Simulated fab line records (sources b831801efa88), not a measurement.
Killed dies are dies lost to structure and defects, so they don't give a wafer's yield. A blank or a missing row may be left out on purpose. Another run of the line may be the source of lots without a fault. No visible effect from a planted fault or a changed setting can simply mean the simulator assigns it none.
Matching of chambers :: flow sky130 :: SKY_VIA1_ETCH_15 on rie_diel-01: 4 sister chambers
The step etches SiO2 in C4F8/O2/Ar, stops on TiN, target depth 351 nm, time 54 s. 4 wafers are shown with their chamber, then 7 later ones without.

## WAFERS WITH THEIR CHAMBER
wafer: L087.1
chamber: 3
oes_product_au (a.u.): 0.981

wafer: L088.4
chamber: 2
oes_product_au (a.u.): 0.980

wafer: L091.2
chamber: 1
oes_product_au (a.u.): 0.981

wafer: L091.4
chamber: 0
oes_product_au (a.u.): 0.990

## WAFERS MISSING THEIR CHAMBER
wafer: L091.6
oes_product_au (a.u.): 0.986

wafer: L095.1
oes_product_au (a.u.): 0.981

wafer: L095.2
oes_product_au (a.u.): 0.981

wafer: L095.4
oes_product_au (a.u.): 0.988

wafer: L097.1
oes_product_au (a.u.): 0.991

wafer: L097.4
oes_product_au (a.u.): 0.986

wafer: L097.5
oes_product_au (a.u.): 0.985

## EACH ONE'S CHAMBER
wafer: L091.6
from the rows above: can't be placed: 0 or 1 or 3 or 2
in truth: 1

wafer: L095.1
from the rows above: can't be placed: 1 or 3 or 2
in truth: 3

wafer: L095.2
from the rows above: can't be placed: 1 or 3 or 2
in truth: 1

wafer: L095.4
from the rows above: can't be placed: 0 or 1 or 3
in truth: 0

wafer: L097.1
from the rows above: 0
in truth: 0

wafer: L097.4
from the rows above: can't be placed: 0 or 1 or 3 or 2
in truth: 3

wafer: L097.5
from the rows above: can't be placed: 1 or 3 or 0 or 2
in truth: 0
Correct placement for 1 of the 7. These rows do not allow placing 6 (true chamber among the candidates in 6). 0 placed wrongly.
How it was worked out, from the rows above alone: a wafer's distance from a chamber is the root of the sum, over the readings, of the square of ((its reading less the chamber's mean) divided by the reading's scatter). If the next closest chamber is less than 2 further off than the closest, the wafer can't be placed; otherwise it belongs to the closest. The mean given for a chamber averages the wafers shown for that chamber. The scatter: root of mean squared gap, hidden wafer to nearest shown wafer, with one shown wafer a chamber.
